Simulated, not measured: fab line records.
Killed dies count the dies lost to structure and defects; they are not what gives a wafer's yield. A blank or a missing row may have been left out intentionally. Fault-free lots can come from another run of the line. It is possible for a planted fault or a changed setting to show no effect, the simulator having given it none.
A struck lot beside a sound one	flow sky130	18 out of 708 route steps
Sound: these wafers, L588.4, L588.5, L588.6. Struck: wafer L604.1 (left out: L604.3, L604.5 of the same lot, which were not struck); the cause appears at the end.
Each step with rows lists, per side, the tool, then ch with its chambers, then its first start. Under that, the readings that differ: sound wafers	struck wafers	difference of the means	sigmas: that difference in standard deviations of wafers without a fault.
alike: readings whose means differ by less than 2 such deviations, and words and numbers that are the same on both sides. not compared: withheld readings, readings that some wafer has no value for, bounds like >300 that may hide the same value, and numbers for which the record gives no deviation and whose values overlap.
The two part at a step that has a row with sigmas, a row that says differs or no value, or rows on one side only. When numbers do not overlap yet have no deviation, they are printed without sigmas and do not part them. A reading missing from all wafers of one side parts the sides only when that side holds two or more wafers.

SKY_FIELD_ISO_THK_MEAS_02:
  sound on film-metro-02 at day 2 17:40; struck on film-metro-04 at day 6 03:33
  alike: FIELD_ISO_OXIDATION_00_THK
then, 1 step without rows for these wafers: SKY_FIELD_ISO_CVD_03 (deposits Si3N4 from DCS/NH3, target thk 165 nm, time 2830 s).
SKY_FIELD_ISO_THK_MEAS_04:
  sound on film-metro-04 at day 2 20:26; struck on film-metro-04 at day 6 08:14
  alike: FIELD_ISO_CVD_03_THK
then, 8 steps without rows for these wafers: SKY_FIELD_ISO_DEHYDRATE_05 (time 60 s); SKY_FIELD_ISO_HMDS_06 (prime time 60 s); SKY_FIELD_ISO_COAT_07 (resist thk 60 nm); SKY_FIELD_ISO_COAT_08 (resist thk 450 nm); SKY_FIELD_ISO_SOFTBAKE_09 (time 90 s); SKY_FIELD_ISO_EXPOSE_10 (exposes mask FOM, target cd 150 nm); SKY_FIELD_ISO_PEB_11; SKY_FIELD_ISO_DEVELOP_12 (develop time 60 s).
SKY_FIELD_ISO_CD_MEAS_13 targets a cd of 150 nm.
  sound on cd-sem-02 at day 3 11:48; struck on cd-sem-02 at day 7 03:27
  alike: cd-nm
SKY_FIELD_ISO_ETCH_14: etches BARC in N2/H2, stops on SiO2, time 45.9 s, target depth 60 nm.
  sound on rie-diel-03 ch 0,1,2, day 3 11:53; struck on rie-diel-03 ch 3, day 7 03:34
reading	sound	struck	difference	sigmas
drypump-motor-current-A (A)	6.1 5.8 5.8	4.8	-1.1	-2
oes-product-au (a.u.)	0.854 0.858 0.863	0.647	-0.211	-43
rf-hours-counter-h (h)	- - -	1	no value on the sound wafers	
run-length-s (s)	74.4 73.9 74.7	108.7	+34.4	+90
model.KrF-thick_of_FIELD_ISO_COAT_08.thk-nm (nm)	393.1 393.1 393.2	359.5	-33.6	
model.FIELD_ISO.cd-nm (nm)	150.1 152.2 152.1	144.8	-6.7	
  alike: throttle-valve-pct
SKY_FIELD_ISO_ETCH_15: etches the open film in CHF3/O2, stops on Si, target depth 180 nm, time 72 s.
  sound on rie-diel-03 ch 0,1,2, day 3 11:56; struck on rie-diel-03 ch 3, day 7 03:37
reading	sound	struck	difference	sigmas
drypump-motor-current-A (A)	6.1 5.7 5.8	4.7	-1.2	-2
rf-hours-counter-h (h)	- - -	2	no value on the sound wafers	
model.KrF-thick_of_FIELD_ISO_COAT_08.thk-nm (nm)	236.9 236.3 234.7	200.7	-35.3	
  alike: oes-product-au, run-length-s, throttle-valve-pct
SKY_FIELD_ISO_STRIP_16: strips in O2/N2.
  sound on plasma-asher-04 ch 0,1, day 3 11:59; struck on plasma-asher-03 ch 0, day 7 03:40
reading	sound	struck	difference	sigmas
drypump-motor-current-A (A)	5.2 5.2 5.1	6.4	+1.2	+2
oes-product-au (a.u.)	0.385 0.381 0.383	0.367	-0.016	-3
rf-hours-counter-h (h)	- - -	47	no value on the sound wafers	
strip-time-to-endpoint-s (s)	3.56 3.55 3.53	3.18	-0.37	-11
SKY_FIELD_ISO_ETCH_17: etches Si in HBr/Cl2/O2, target depth 342 nm, time 97.7 s.
  sound on rie-si-02 ch 0,3, day 3 12:04; struck on rie-si-02 ch 0, day 7 03:46
reading	sound	struck	difference	sigmas
model.FIELD_ISO.cd-nm (nm)	150.1 151.6 150.9	142.8	-8.1	
  alike: drypump-motor-current-A, oes-product-au, run-length-s, throttle-valve-pct
  not compared: rf-hours-counter-h
then, 1 step without rows for these wafers: SKY_FIELD_ISO_WET_ETCH_18 (etches Si3N4 in H3PO4, target depth 25 nm, time 286 s).
-- record jumps: 44 days separate the struck wafers' starts on either side; left off in module FIELD_ISO, taken up again in module PAD_OPEN, whose first shown step is the route's number 708 --
SKY_PAD_OPEN_PROBE_99:
  sound on prober-01 at day 47 09:49; struck on prober-01 at day 50 23:16
reading	sound	struck	difference	sigmas
model.etest.res-pdiff.line-ohm-um	1389 1371 1393	1431	+47	
model.etest.res-ndiff.line-ohm-um	775.4 773.3 756	792.9	+24.7	
model.etest.res-ndiff.width-nm (nm)	157.9 158.3 158.4	150.2	-8.0	
model.etest.res-pdiff.width-nm (nm)	144.5 145.5 144.9	136.6	-8.4	
  alike: killed_at_M0_to_M3, killed_at_M4_up, killed-at-contacts, killed-at-front-end, killed-at-other, killed-dies, killed-open, killed-short

== WHERE THEY PART ==
Earliest at SKY_FIELD_ISO_ETCH_14; latest, in this record, at SKY_FIELD_ISO_STRIP_16. Later steps at which nothing parts them and some readings are alike: SKY_FIELD_ISO_ETCH_17, SKY_PAD_OPEN_PROBE_99.

WHY: whatever the simulator had introduced
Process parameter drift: rie-diel-03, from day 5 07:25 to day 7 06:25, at SKY_FIELD_ISO_ETCH_14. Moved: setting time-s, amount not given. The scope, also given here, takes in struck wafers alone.
